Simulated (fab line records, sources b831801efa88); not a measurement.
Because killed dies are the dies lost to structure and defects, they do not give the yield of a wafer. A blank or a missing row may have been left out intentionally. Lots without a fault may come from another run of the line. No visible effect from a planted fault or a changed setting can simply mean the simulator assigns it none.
fab line records	flow sky130
[record] lots = 24	wafers = 72	lastDay = 50
route steps=708 shown VIA2@528 METAL3@534 VIA3@586 PASSIVATION@693
lots with no fault: from the same line, run without faults
startH: hours from the record's opening day to when the first of the lot's shown wafers began	waitH: time in hours since the lot's previous step	" as in the row above	L1.1+2: several wafers, shown together as one row	- no value, or no start was given	* or withheld: withheld	< > ~ a bound
route shown NAME@n: names a module that has steps shown in the file, with the first one's number in the route	usual: average and standard deviation across the fault-free wafers	same: alike in all rows	chamber/n: place in a boat	sites: each site's reading	_std_site: the values' standard deviation	_edge_site: outer sites' mean less inner sites'	radiusMm: for every site, how far away it sits from the centre of the wafer	mask NAME#n: copy n	behind: tool/chamber where the wafer was last shaped	hold: what put the lot on hold/how long, in hours/how the hold closed	device: the transistor (n, p or np) that didn't switch	end of line: the tests these same wafers got at the end of their route	a step given without rows: its recipe and nothing more	killed: count of dies lost to structure and defects at first sort (not the wafer's yield)	map: per-die view of a wafer (x killed, . not killed, _ where there is no die)
set.NAME: the setting the step ran with; set.NAME@STEP: the setting that earlier step ran with	model.NAME: the simulator's own value behind a step, which no gauge read
a sample of lots followed through the steps of the route, with each step as a table and each wafer as a row
services: from which hour (startH, from the record's first day; less than 0 if before it) a tool's chamber was out of use, for how many hours, and why
[[steps]]
[step SKY_VIA2_CVD_21]
[recipe] material = W	targetThkNm = 420	timeS = 126.4	tempC = 400	pressureTorr = 40
[usual] heaterPowerW = 853/74
lot.wafer	tool	chamber	startH	waitH	heaterPowerW
L075.2	cvdW-02	1	851.99	0.0	867
L075.3	"	1	"	"	849
L075.6	"	0	"	"	832
L074.1	cvdW-02	0	854.44	0.0	791
L074.3	"	1	"	"	872
L074.6	"	0	"	"	796
L076.1	cvdW-01	0	865.04	0.0	809
L076.3	"	1	"	"	1048
L076.4	"	0	"	"	820
L077.1	cvdW-01	0	871.94	0.0	817
L077.4	"	1	"	"	1047
L077.5	"	0	"	"	815
L078.2	cvdW-02	0	901.05	0.0	800
L078.3	"	0	"	"	804
L078.5	"	0	"	"	821
L079.3	cvdW-02	1	902.96	0.1	897
L079.4	"	0	"	"	791
L079.6	"	1	"	"	870
L081.3	cvdW-01	1	903.08	0.1	1069
L081.4	"	0	"	"	800
L081.6	"	0	"	"	812
L080.1	cvdW-02	1	904.25	0.0	864
L080.4	"	0	"	"	799
L080.5	"	1	"	"	866
L082.2	cvdW-02	0	909.46	0.0	825
L082.3	"	0	"	"	832
L082.5	"	1	"	"	882
L083.2	cvdW-02	0	917.96	0.1	816
L083.5	"	1	"	"	867
L083.6	"	0	"	"	792
L084.1	cvdW-01	0	925.90	0.0	774
L084.2	"	1	"	"	943
L084.5	"	0	"	"	759
L085.1	cvdW-02	1	932.44	0.0	854
L085.5	"	0	"	"	804
L085.6	"	1	"	"	872
L086.1	cvdW-02	1	939.10	0.0	862
L086.2	"	0	"	"	832
L086.6	"	1	"	"	874
L087.1	cvdW-01	0	950.86	0.0	768
L087.5	"	0	"	"	778
L087.6	"	0	"	"	765
L088.2	cvdW-01	1	955.32	0.0	943
L088.3	"	0	"	"	769
L088.5	"	1	"	"	953
L089.1	cvdW-02	0	959.17	0.0	809
L089.4	"	1	"	"	852
L089.5	"	0	"	"	808
L090.3	cvdW-02	0	967.11	0.1	811
L090.4	"	1	"	"	879
L090.6	"	1	"	"	858
L091.1	cvdW-01	0	967.95	0.0	772
L091.2	"	1	"	"	957
L091.4	"	0	"	"	770
L092.3	cvdW-01	1	972.04	0.1	946
L092.5	"	1	"	"	962
L092.6	"	0	"	"	761
L094.1	cvdW-02	1	995.23	0.0	868
L094.5	"	1	"	"	886
L094.6	"	0	"	"	811
L093.1	cvdW-02	1	996.27	0.0	876
L093.2	"	0	"	"	808
L093.6	"	1	"	"	860
L095.3	cvdW-02	1	998.65	0.1	872
L095.5	"	0	"	"	822
L095.6	"	1	"	"	858
L096.1	cvdW-02	0	1004.64	0.0	799
L096.3	"	1	"	"	868
L096.4	"	0	"	"	829
L097.1	cvdW-02	0	1010.38	0.0	820
L097.3	"	1	"	"	882
L097.5	"	1	"	"	854
[step SKY_METAL3_SPUTTER_02]
[recipe] material = AlCu	targetThkNm = 735	powerW = 10600	timeS = 39.1	chamberPressurePa = 0.4
[usual] throttleValvePct = 29.9/0.89
lot.wafer	tool	chamber	startH	waitH	throttleValvePct
L075.2	pvdSputter-04	-	852.65	0.0	31.0
L075.3	"	-	"	"	30.5
L075.6	"	-	"	"	28.2
L074.1	pvdSputter-04	-	855.10	0.0	30.8
L074.3	"	-	"	"	28.3
L074.6	"	-	"	"	30.7
L076.1	pvdSputter-01	-	865.70	0.0	31.3
L076.3	"	-	"	"	28.8
L076.4	"	-	"	"	28.7
L077.1	pvdSputter-04	-	872.60	0.0	30.5
L077.4	"	-	"	"	28.4
L077.5	"	-	"	"	31.0
L078.2	pvdSputter-03	-	901.71	0.0	29.4
L078.3	"	-	"	"	30.8
L078.5	"	-	"	"	29.0
L079.3	pvdSputter-01	-	903.57	0.0	31.0
L079.4	"	-	"	"	29.0
L079.6	"	-	"	"	28.5
L081.3	pvdSputter-03	-	903.70	0.0	31.2
L081.4	"	-	"	"	30.2
L081.6	"	-	"	"	29.5
L080.1	pvdSputter-03	-	904.91	0.0	29.9
L080.4	"	-	"	"	29.9
L080.5	"	-	"	"	29.8
L082.2	pvdSputter-01	-	910.11	0.0	28.3
L082.3	"	-	"	"	31.2
L082.5	"	-	"	"	28.4
L083.2	pvdSputter-03	-	918.95	0.0	30.9
L083.5	"	-	"	"	29.7
L083.6	"	-	"	"	30.2
L084.1	pvdSputter-04	-	926.56	0.0	30.9
L084.2	"	-	"	"	29.8
L084.5	"	-	"	"	30.9
L085.1	pvdSputter-03	-	933.10	0.0	29.5
L085.5	"	-	"	"	30.8
L085.6	"	-	"	"	29.8
L086.1	pvdSputter-01	-	939.76	0.0	30.6
L086.2	"	-	"	"	28.5
L086.6	"	-	"	"	30.4
L087.1	pvdSputter-03	-	951.64	0.0	29.3
L087.5	"	-	"	"	29.4
L087.6	"	-	"	"	29.9
L088.2	pvdSputter-01	-	955.97	0.0	29.1
L088.3	"	-	"	"	30.8
L088.5	"	-	"	"	30.9
L089.1	pvdSputter-01	-	959.83	0.0	29.1
L089.4	"	-	"	"	28.8
L089.5	"	-	"	"	31.2
L090.3	pvdSputter-03	-	967.73	0.0	29.8
L090.4	"	-	"	"	29.1
L090.6	"	-	"	"	29.7
L091.1	pvdSputter-01	-	968.61	0.0	30.7
L091.2	"	-	"	"	30.5
L091.4	"	-	"	"	28.8
L092.3	pvdSputter-03	-	972.87	0.0	30.9
L092.5	"	-	"	"	29.2
L092.6	"	-	"	"	29.9
L094.1	pvdSputter-03	-	995.89	0.0	31.1
L094.5	"	-	"	"	30.0
L094.6	"	-	"	"	29.5
L093.1	pvdSputter-03	-	996.93	0.0	30.9
L093.2	"	-	"	"	30.1
L093.6	"	-	"	"	30.9
L095.3	pvdSputter-01	-	999.26	0.0	31.5
L095.5	"	-	"	"	31.0
L095.6	"	-	"	"	28.2
L096.1	pvdSputter-03	-	1006.55	0.0	29.1
L096.3	"	-	"	"	30.9
L096.4	"	-	"	"	30.1
L097.1	pvdSputter-04	-	1011.04	0.0	30.2
L097.3	"	-	"	"	29.1
L097.5	"	-	"	"	30.8
[step SKY_METAL3_STRIP_19]
[recipe] chemistry = O2/N2	powerW = 1400	pressureMtorr = 1500	platenTempC = withheld	o2FlowSccm = 3000	n2FlowSccm = 300	overashFraction = 0.5
[usual] drypumpMotorCurrentA = 5.9/0.51	n2FlowSccm = 300.0/0.77	oesProductAu = 0.501/0.0051	stripTimeToEndpointS = 6.53/0.059
[same] overashFraction = 0.5
lot.wafer	tool	chamber	startH	waitH	drypumpMotorCurrentA	n2FlowSccm	oesProductAu	rfHoursCounterH	stripTimeToEndpointS
L075.2	plasmaAsher-02	1	905.19	0.1	5.4	299.9	0.501	81	6.51
L075.3	"	1	"	"	5.3	300.2	0.505	-	6.54
L075.6	"	0	"	"	5.6	299.9	0.506	-	6.47
L074.1	plasmaAsher-01	0	907.73	0.1	6.5	299.6	0.491	44	6.42
L074.3	"	0	"	"	6.5	299.9	0.498	-	6.44
L074.6	"	0	"	"	6.5	299.7	0.499	-	6.43
L076.1	plasmaAsher-02	1	917.72	0.1	5.3	300.2	0.508	82	6.66
L076.3	"	1	"	"	5.3	299.2	0.499	-	6.62
L076.4	"	0	"	"	5.6	301.4	0.508	-	6.57
L077.1	plasmaAsher-01	0	925.12	0.1	6.5	299.6	0.501	46	6.48
L077.4	"	0	"	"	6.5	299.7	0.499	-	6.58
L077.5	"	0	"	"	6.5	299.7	0.498	-	6.50
L078.2	plasmaAsher-04	1	952.77	0.1	4.9	299.5	0.506	22	6.59
L078.3	"	1	"	"	4.9	299.9	0.505	-	6.57
L078.5	"	0	"	"	6.0	299.8	0.502	-	6.58
L079.3	plasmaAsher-01	1	954.10	0.1	6.1	300.2	0.506	-	6.59
L079.4	"	0	"	"	6.5	299.6	0.499	-	6.47
L079.6	"	1	"	"	6.1	300.5	0.504	-	6.53
L081.3	plasmaAsher-02	0	954.37	0.1	5.7	300.3	0.498	-	6.51
L081.4	"	1	"	"	5.4	300.8	0.490	-	6.49
L081.6	"	0	"	"	5.7	300.7	0.496	-	6.50
L080.1	plasmaAsher-02	0	955.18	0.1	5.7	300.6	0.512	86	6.57
L080.4	"	0	"	"	5.6	300.3	0.505	-	6.65
L080.5	"	0	"	"	5.6	300.7	0.516	-	6.59
L082.2	plasmaAsher-04	1	960.28	0.1	4.9	300.0	0.497	23	6.49
L082.3	"	1	"	"	4.9	300.8	0.496	-	6.43
L082.5	"	1	"	"	4.9	300.0	0.499	-	6.44
L083.2	plasmaAsher-02	1	968.49	0.1	5.3	299.0	0.503	87	6.54
L083.5	"	0	"	"	5.6	299.4	0.502	-	6.53
L083.6	"	1	"	"	5.4	300.5	0.507	-	6.56
L084.1	plasmaAsher-02	1	975.93	0.1	5.4	299.5	0.499	88	6.55
L084.2	"	0	"	"	5.6	300.9	0.503	88	6.54
L084.5	"	0	"	"	5.6	300.3	0.508	-	6.56
L085.1	plasmaAsher-02	0	982.73	0.1	5.7	300.1	0.501	89	6.51
L085.5	"	0	"	"	5.6	300.6	0.499	-	6.56
L085.6	"	1	"	"	5.3	299.8	0.503	-	6.52
L086.1	plasmaAsher-01	0	989.08	0.1	6.5	300.8	0.505	53	6.64
L086.2	"	1	"	"	6.1	300.9	0.502	53	6.57
L086.6	"	1	"	"	6.1	299.5	0.496	-	6.61
L087.1	plasmaAsher-04	1	1000.97	0.1	4.9	300.6	0.497	26	6.52
L087.5	"	0	"	"	6.0	300.6	0.505	-	6.46
L087.6	"	1	"	"	4.9	300.7	0.497	-	6.47
L088.2	plasmaAsher-01	0	1005.81	0.2	6.5	298.3	0.503	54	6.62
L088.3	"	1	"	"	6.0	299.7	0.498	-	6.54
L088.5	"	0	"	"	6.5	299.1	0.506	-	6.57
L089.1	plasmaAsher-01	0	1009.56	0.1	6.5	299.5	0.509	55	6.56
L089.4	"	0	"	"	6.5	298.8	0.498	-	6.51
L089.5	"	1	"	"	6.1	300.0	0.494	-	6.50
L090.3	plasmaAsher-01	1	1015.15	0.1	6.1	300.5	0.494	-	6.47
L090.4	"	0	"	"	6.5	301.4	0.502	-	6.47
L090.6	"	0	"	"	6.5	301.2	0.499	-	6.45
L091.1	plasmaAsher-02	1	1016.07	0.1	5.3	299.2	0.496	92	6.47
L091.2	"	0	"	"	5.6	300.3	0.498	92	6.48
L091.4	"	1	"	"	5.3	300.8	0.495	-	6.44
L092.3	plasmaAsher-01	0	1020.90	0.1	6.5	300.3	0.510	-	6.57
L092.5	"	0	"	"	6.5	299.8	0.499	-	6.53
L092.6	"	1	"	"	6.1	299.4	0.504	-	6.58
L094.1	plasmaAsher-02	0	1042.02	0.1	5.7	299.8	0.510	95	6.55
L094.5	"	1	"	"	5.3	300.7	0.504	-	6.56
L094.6	"	0	"	"	5.6	300.6	0.495	-	6.50
L093.1	plasmaAsher-01	0	1042.97	0.1	6.5	300.0	0.504	58	6.64
L093.2	"	1	"	"	6.0	298.7	0.505	58	6.56
L093.6	"	1	"	"	6.1	298.9	0.496	-	6.46
L095.3	plasmaAsher-01	1	1045.33	0.1	6.0	300.5	0.499	-	6.53
L095.5	"	1	"	"	6.1	301.9	0.508	-	6.53
L095.6	"	0	"	"	6.5	300.3	0.498	-	6.49
L096.1	plasmaAsher-04	0	1052.79	0.1	6.0	299.4	0.496	31	6.46
L096.3	"	1	"	"	4.9	300.2	0.503	-	6.52
L096.4	"	0	"	"	6.0	299.5	0.504	-	6.50
L097.1	plasmaAsher-01	0	1056.49	0.1	6.5	299.8	0.502	59	6.51
L097.3	"	1	"	"	6.1	297.9	0.491	-	6.50
L097.5	"	1	"	"	6.1	299.1	0.495	-	6.45
[step SKY_VIA3_OVL_MEAS_13]
[usual] VIA3_OVL = -5/5.8
lot.wafer	tool	chamber	startH	waitH	VIA3_OVL[nm]
L075.2	overlay-01	-	931.43	0.1	-12
L075.3	"	-	"	"	-5
L075.6	"	-	"	"	-5
L074.1	overlay-02	-	934.39	0.1	-5
L074.3	"	-	"	"	-3
L074.6	"	-	"	"	-8
L076.1	overlay-01	-	943.99	0.1	-6
L076.3	"	-	"	"	3
L076.4	"	-	"	"	4
L077.1	overlay-01	-	950.63	0.1	-6
L077.4	"	-	"	"	-7
L077.5	"	-	"	"	-9
L078.2	overlay-02	-	978.64	0.1	4
L078.3	"	-	"	"	-2
L078.5	"	-	"	"	-6
L079.3	overlay-01	-	979.38	0.1	-9
L079.4	"	-	"	"	-11
L079.6	"	-	"	"	-15
L081.3	overlay-02	-	979.73	0.1	-1
L081.4	"	-	"	"	-3
L081.6	"	-	"	"	-2
L080.1	overlay-02	-	980.87	0.1	-16
L080.4	"	-	"	"	-10
L080.5	"	-	"	"	-14
L082.2	overlay-02	-	985.48	0.1	1
L082.3	"	-	"	"	-6
L082.5	"	-	"	"	-3
L083.2	overlay-01	-	993.34	0.1	-19
L083.5	"	-	"	"	-11
L083.6	"	-	"	"	-11
L084.1	overlay-02	-	1001.47	0.1	4
L084.2	"	-	"	"	3
L084.5	"	-	"	"	-2
L085.1	overlay-02	-	1006.94	0.1	-1
L085.5	"	-	"	"	1
L085.6	"	-	"	"	1
L086.1	overlay-01	-	1012.77	0.1	-5
L086.2	"	-	"	"	-9
L086.6	"	-	"	"	-11
L087.1	overlay-01	-	1025.29	0.1	4
L087.5	"	-	"	"	2
L087.6	"	-	"	"	5
L088.2	overlay-01	-	1030.13	0.1	-8
L088.3	"	-	"	"	-12
L088.5	"	-	"	"	-12
L089.1	overlay-02	-	1033.87	0.1	-5
L089.4	"	-	"	"	-10
L089.5	"	-	"	"	-12
L090.3	overlay-01	-	1038.54	0.1	-7
L090.4	"	-	"	"	-10
L090.6	"	-	"	"	-3
L091.1	overlay-01	-	1039.48	0.1	-1
L091.2	"	-	"	"	-1
L091.4	"	-	"	"	-8
L092.3	overlay-01	-	1044.06	0.1	-6
L092.5	"	-	"	"	-3
L092.6	"	-	"	"	-4
L094.1	overlay-01	-	1064.77	0.1	-14
L094.5	"	-	"	"	-13
L094.6	"	-	"	"	-16
L093.1	overlay-01	-	1066.49	0.1	-3
L093.2	"	-	"	"	0
L093.6	"	-	"	"	-16
L095.3	overlay-01	-	1068.24	0.1	-7
L095.5	"	-	"	"	-11
L095.6	"	-	"	"	0
L096.1	overlay-01	-	1075.73	0.1	7
L096.3	"	-	"	"	8
L096.4	"	-	"	"	-2
L097.1	overlay-02	-	1079.74	0.1	-15
L097.3	"	-	"	"	-6
L097.5	"	-	"	"	-14
[step SKY_VIA3_ETCH_15]
[recipe] target = SiO2	chemistry = C4F8/O2/Ar	targetDepthNm = 507	stopOn = TiN	maskMaterial = KrF-thick	sourceW = 1500	biasW = 1200	pressureMtorr = 40	c4f8FlowSccm = withheld	O2_flow_sccm = 6	Ar_flow_sccm = 300	timeS = 78
[usual] oesProductAu = 0.947/0.0045	rfFwdPowerW = 1490/5.2
lot.wafer	tool	chamber	startH	waitH	oesProductAu	rfFwdPowerW	rfHoursCounterH
L075.2	rieDiel-02	1	931.51	0.0	0.949	1496	3
L075.3	"	0	"	"	0.945	1497	11
L075.6	"	0	"	"	0.947	1488	-
L074.1	rieDiel-04	0	934.47	0.0	0.947	1482	9
L074.3	"	1	"	"	0.946	1479	21
L074.6	"	0	"	"	0.943	1487	-
L076.1	rieDiel-04	3	944.07	0.0	0.948	1496	22
L076.3	"	0	"	"	0.958	1497	9
L076.4	"	1	"	"	0.951	1488	22
L077.1	rieDiel-03	2	950.71	0.0	0.945	1481	16
L077.4	"	3	"	"	0.950	1486	17
L077.5	"	3	"	"	0.935	1491	-
L078.2	rieDiel-03	2	978.71	0.0	0.947	1493	17
L078.3	"	1	"	"	0.941	1494	5
L078.5	"	2	"	"	0.944	1487	-
L079.3	rieDiel-02	0	979.45	0.0	0.951	1484	12
L079.4	"	1	"	"	0.949	1490	4
L079.6	"	1	"	"	0.942	1491	-
L081.3	rieDiel-03	1	979.80	0.0	0.950	1494	5
L081.4	"	3	"	"	0.953	1484	-
L081.6	"	2	"	"	0.941	1487	-
L080.1	rieDiel-02	3	980.95	0.0	0.946	1491	25
L080.4	"	0	"	"	0.949	1498	12
L080.5	"	3	"	"	0.944	1495	-
L082.2	rieDiel-02	2	985.55	0.0	0.941	1498	14
L082.3	"	1	"	"	0.948	1493	5
L082.5	"	0	"	"	0.951	1487	-
L083.2	rieDiel-04	0	993.41	0.0	0.943	1498	11
L083.5	"	0	"	"	0.946	1491	-
L083.6	"	3	"	"	0.956	1489	-
L084.1	rieDiel-03	0	1001.55	0.0	0.940	1497	27
L084.2	"	1	"	"	0.947	1486	6
L084.5	"	1	"	"	0.942	1487	-
L085.1	rieDiel-03	2	1007.02	0.0	0.951	1491	17
L085.5	"	3	"	"	0.945	1490	-
L085.6	"	2	"	"	0.944	1488	-
L086.1	rieDiel-04	0	1012.85	0.0	0.950	1497	11
L086.2	"	2	"	"	0.947	1487	7
L086.6	"	0	"	"	0.944	1499	-
L087.1	rieDiel-03	2	1025.37	0.0	0.946	1496	18
L087.5	"	1	"	"	0.944	1500	-
L087.6	"	0	"	"	0.947	1488	-
L088.2	rieDiel-03	0	1030.20	0.0	0.948	1491	28
L088.3	"	2	"	"	0.947	1493	18
L088.5	"	2	"	"	0.948	1488	-
L089.1	rieDiel-04	2	1033.95	0.0	0.950	1484	8
L089.4	"	3	"	"	0.950	1497	24
L089.5	"	1	"	"	0.943	1487	-
L090.3	rieDiel-03	0	1038.61	0.0	0.949	1491	28
L090.4	"	1	"	"	0.942	1493	7
L090.6	"	1	"	"	0.950	1495	-
L091.1	rieDiel-04	3	1039.56	0.0	0.958	1494	25
L091.2	"	1	"	"	0.945	1482	25
L091.4	"	2	"	"	0.941	1487	8
L092.3	rieDiel-03	1	1044.12	0.0	0.944	1488	7
L092.5	"	2	"	"	0.950	1481	-
L092.6	"	1	"	"	0.949	1489	-
L094.1	rieDiel-02	0	1064.85	0.0	0.944	1488	15
L094.5	"	1	"	"	0.948	1487	-
L094.6	"	2	"	"	0.943	1495	-
L093.1	rieDiel-03	3	1066.57	0.0	0.950	1489	21
L093.2	"	2	"	"	0.953	1491	19
L093.6	"	1	"	"	0.946	1492	-
L095.3	rieDiel-02	1	1068.30	0.0	0.950	1484	7
L095.5	"	2	"	"	0.936	1487	-
L095.6	"	0	"	"	0.948	1486	-
L096.1	rieDiel-03	1	1075.81	0.0	0.946	1488	8
L096.3	"	3	"	"	0.945	1480	21
L096.4	"	2	"	"	0.935	1490	20
L097.1	rieDiel-04	0	1079.82	0.0	0.945	1499	14
L097.3	"	2	"	"	0.946	1480	10
L097.5	"	0	"	"	0.954	1495	-
[step SKY_PASSIVATION_STRIP_12]
[recipe] chemistry = O2/N2	powerW = 1400	pressureMtorr = 1500	platenTempC = withheld	overashFraction = 0.7	o2FlowSccm = 3000	n2FlowSccm = 300
[usual] drypumpMotorCurrentA = 5.7/0.52	n2FlowSccm = 300.0/0.74	oesProductAu = 0.660/0.0046	stripTimeToEndpointS = 31.47/0.13
[same] overashFraction = 0.7
lot.wafer	tool	chamber	startH	waitH	drypumpMotorCurrentA	n2FlowSccm	oesProductAu	rfHoursCounterH	stripTimeToEndpointS
L075.2	plasmaAsher-03	1	1053.18	0.1	5.9	300.2	0.664	123	31.74
L075.3	"	1	"	"	5.9	300.0	0.654	-	31.71
L075.6	"	0	"	"	4.9	300.9	0.660	-	31.75
L074.1	plasmaAsher-02	1	1057.03	0.1	5.4	299.0	0.655	97	31.55
L074.3	"	0	"	"	5.7	298.7	0.656	-	31.43
L074.6	"	0	"	"	5.7	299.6	0.672	-	31.49
L076.1	plasmaAsher-02	1	1072.33	0.1	5.3	299.7	0.664	98	31.57
L076.3	"	0	"	"	5.6	300.0	0.659	-	31.42
L076.4	"	1	"	"	5.4	299.0	0.662	-	31.48
L077.1	plasmaAsher-02	0	1073.31	0.1	5.6	300.6	0.664	98	31.35
L077.4	"	1	"	"	5.3	300.9	0.659	-	31.36
L077.5	"	0	"	"	5.6	299.4	0.665	-	31.35
L078.2	plasmaAsher-03	1	1095.14	0.1	5.9	299.0	0.654	3	31.49
L078.3	"	1	"	"	5.9	300.7	0.662	-	31.43
L078.5	"	1	"	"	5.9	299.6	0.662	-	31.36
L081.3	plasmaAsher-03	1	1097.24	0.1	5.9	300.5	0.653	-	31.24
L081.4	"	0	"	"	4.9	300.1	0.660	-	31.23
L081.6	"	1	"	"	5.9	300.7	0.667	-	31.25
L079.3	plasmaAsher-02	1	1098.26	0.1	5.3	299.7	0.663	-	31.27
L079.4	"	0	"	"	5.6	300.5	0.665	-	31.47
L079.6	"	1	"	"	5.3	301.3	0.662	-	31.50
L080.1	plasmaAsher-03	1	1098.71	0.1	5.9	299.5	0.666	4	31.67
L080.4	"	0	"	"	4.9	299.0	0.656	-	31.55
L080.5	"	1	"	"	5.9	298.9	0.663	-	31.63
L082.2	plasmaAsher-01	1	1102.28	0.1	6.0	301.0	0.657	64	31.65
L082.3	"	1	"	"	6.1	301.6	0.663	-	31.57
L082.5	"	0	"	"	6.5	300.4	0.662	-	31.48
L083.2	plasmaAsher-03	1	1106.59	0.1	5.9	300.8	0.666	4	31.39
L083.5	"	0	"	"	4.9	301.3	0.662	-	31.41
L083.6	"	1	"	"	5.9	300.7	0.654	-	31.56
L084.1	plasmaAsher-01	1	1114.71	0.1	6.1	300.1	0.667	65	31.72
L084.2	"	0	"	"	6.5	299.7	0.659	65	31.68
L084.5	"	0	"	"	6.5	299.6	0.666	-	31.62
L085.1	plasmaAsher-03	0	1120.68	0.1	4.9	300.1	0.661	6	31.45
L085.5	"	0	"	"	4.9	299.4	0.661	-	31.44
L085.6	"	1	"	"	5.9	299.4	0.659	-	31.46
L086.1	plasmaAsher-01	0	1124.59	0.1	6.5	300.0	0.655	66	31.28
L086.2	"	1	"	"	6.1	301.1	0.662	66	31.48
L086.6	"	0	"	"	6.5	300.0	0.662	-	31.26
L087.1	plasmaAsher-01	1	1140.49	0.1	6.1	299.0	0.662	67	31.51
L087.5	"	1	"	"	6.1	298.5	0.663	-	31.40
L087.6	"	0	"	"	6.5	299.4	0.664	-	31.43
L088.2	plasmaAsher-02	0	1140.51	0.1	5.6	300.4	0.656	104	31.64
L088.3	"	1	"	"	5.4	298.9	0.661	-	31.64
L088.5	"	1	"	"	5.4	299.4	0.656	-	31.59
L089.1	plasmaAsher-02	0	1141.28	0.1	5.7	301.2	0.657	104	31.47
L089.4	"	1	"	"	5.3	299.3	0.660	-	31.44
L089.5	"	0	"	"	5.6	301.1	0.670	-	31.59
L090.3	plasmaAsher-03	1	1145.14	0.1	5.9	299.6	0.657	-	31.46
L090.4	"	0	"	"	4.9	300.9	0.658	-	31.50
L090.6	"	0	"	"	4.9	300.8	0.664	-	31.41
L091.1	plasmaAsher-03	0	1146.61	0.1	4.9	299.9	0.657	8	31.62
L091.2	"	1	"	"	5.9	299.7	0.659	8	31.62
L091.4	"	1	"	"	5.9	299.7	0.668	-	31.60
L092.3	plasmaAsher-01	1	1148.74	0.1	6.1	301.0	0.663	-	31.53
L092.5	"	1	"	"	6.1	300.8	0.662	-	31.59
L092.6	"	0	"	"	6.5	299.0	0.655	-	31.39
L094.1	plasmaAsher-02	1	1166.21	0.1	5.3	299.3	0.663	107	31.61
L094.5	"	0	"	"	5.6	301.4	0.662	-	31.56
L094.6	"	1	"	"	5.4	300.3	0.668	-	31.54
L093.1	plasmaAsher-02	1	1167.36	0.1	5.3	298.6	0.666	107	31.35
L093.2	"	0	"	"	5.7	300.3	0.657	107	31.43
L093.6	"	1	"	"	5.3	298.8	0.658	-	31.28
L095.3	plasmaAsher-01	1	1168.54	0.1	6.1	298.8	0.657	-	31.41
L095.5	"	1	"	"	6.1	299.7	0.657	-	31.46
L095.6	"	0	"	"	6.5	299.4	0.657	-	31.48
L096.1	plasmaAsher-03	1	1178.98	0.1	5.9	300.1	0.659	11	31.40
L096.3	"	1	"	"	5.9	299.9	0.654	-	31.47
L096.4	"	0	"	"	4.9	299.8	0.652	-	31.44
L097.1	plasmaAsher-03	1	1182.21	0.1	5.9	300.4	0.657	12	31.56
L097.3	"	0	"	"	4.9	299.7	0.655	-	31.50
L097.5	"	0	"	"	4.9	300.3	0.661	-	31.40
[[services]]
tool	chamber	startH	hours	kind
rieDiel-03	-	832.46	14.6	pm
cvdW-02	-	881.62	6.9	pm
plasmaAsher-01	-	884.35	15.6	pm
rieDiel-03	3	894.22	4.1	repair
plasmaAsher-02	-	895.24	0.4	repair
rieDiel-03	2	897.71	4.5	repair
plasmaAsher-03	-	955.61	1.4	repair
rieDiel-03	0	976.30	5.2	repair
cvdW-02	-	998.87	2.8	pm
cvdW-02	1	1032.00	2.6	repair
rieDiel-03	-	1037.78	0.3	repair
pvdSputter-03	-	1045.19	3.9	repair
rieDiel-03	-	1045.55	4.3	pm
plasmaAsher-01	-	1075.31	0.6	repair
plasmaAsher-02	-	1077.12	2.8	pm
rieDiel-03	2	1084.44	4.4	repair
cvdW-02	0	1144.90	7.1	repair
plasmaAsher-01	-	1149.54	0.5	repair
cvdW-02	-	1154.82	0.7	repair
rieDiel-03	3	1158.83	2.0	repair
plasmaAsher-01	-	1169.92	4.8	repair
rieDiel-03	2	1170.71	16.8	repair
rieDiel-03	1	1171.73	16.5	repair
plasmaAsher-02	-	1177.60	14.6	pm
[[key]]
fault none
